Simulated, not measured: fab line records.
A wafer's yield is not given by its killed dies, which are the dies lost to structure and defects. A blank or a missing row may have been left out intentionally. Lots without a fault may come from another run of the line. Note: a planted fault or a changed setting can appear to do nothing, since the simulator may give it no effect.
One fault through the eyes of 2 desks | flow gf180mcu | each desk has only its own numbers; what lay behind them comes last

== DESK OF THE TOOL OWNER: cvd_w-01 ==
The tool's own readings at GF_V3_CVD_23 (deposits W, target thk 350 nm, time 104.9 s): means of the sampled wafers that have a number, for each lot that ran on this tool. If a lot's mean is further than 4 standard deviations from the usual mean, the lot is out of limits and carries the mark OUT (the distance appears in the brackets).
Columns: A = chamber_pressure_Torr at GF_V3_CVD_23, usual 40.00 Torr; B = heater_power_w at GF_V3_CVD_23, usual 881 W
lot  | first seen here | A     | B
L127 | day 22 11:40    | 39.98 | 888
L128 | day 22 21:07    | 39.97 | 942
L132 | day 24 08:10    | 39.94 | 863
L136 | day 25 16:16    | 40.06 | 941
L147 | day 28 21:41    | 40.11 | 846
L149 | day 29 13:16    | 39.98 | 891
L150 | day 29 17:22    | 40.00 | 903
Finding of this desk: none of the 7 lots has anything out of limits.

== METROLOGY DESK ==
What the gauges read, lot by lot, whatever tool the lot ran on: means of the sampled wafers that have a number. If a lot's mean is further than 4 standard deviations from the usual mean, the lot is out of limits and carries the mark OUT (the distance appears in the brackets).
Columns: A = V3_W_RS at GF_V3_RS_MEAS_24, usual 0.327 ohm/sq; B = V3_W_THK at GF_V3_THK_MEAS_25, usual 345 nm; C = M4_ALCU_THK at GF_M4_THK_MEAS_06, usual 446 nm
lot  | first seen here | A               | B             | C
L127 | day 22 11:46    | 0.327           | 348           | 452
L128 | day 22 21:14    | 0.324           | 353           | 440
L131 | day 24 00:12    | 0.328           | 346           | 450
L132 | day 24 08:16    | 0.330           | 346           | 450
L135 | day 25 13:11    | 0.324           | 344           | 450
L136 | day 25 16:22    | 0.483 (+46) OUT | 282 (-15) OUT | 447
L146 | day 28 14:10    | 0.325           | 344           | 445
L147 | day 28 21:49    | 0.330           | 346           | 447
L148 | day 29 04:59    | 0.324           | 347           | 444
L149 | day 29 13:25    | 0.330           | 340           | 440
L150 | day 29 17:29    | 0.327           | 348           | 448
Per this desk, out of limits: L136; the first was L136, day 25 16:22 (V3_W_RS at GF_V3_RS_MEAS_24). L127, L128, L131, L132, L135, L146, L147, L148, L149, L150 stayed within limits.

== PUT TOGETHER ==
At day 25 16:22 the metrology desk could have sounded an alarm, on L136.
Nothing out of limits was seen by the tool owner's desk.
The tool owner's desk has L136 on record, within its limits.
GF_V3_CVD_23 was run on cvd_w-01 by each of the lots named.

== WHAT THE SIMULATOR HAD INSERTED ==
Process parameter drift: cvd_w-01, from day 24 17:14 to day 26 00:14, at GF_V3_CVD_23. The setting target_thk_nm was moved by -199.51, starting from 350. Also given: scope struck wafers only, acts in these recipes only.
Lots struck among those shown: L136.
Hours from the fault's start to each desk's first reading out of limits: the metrology desk, 23.
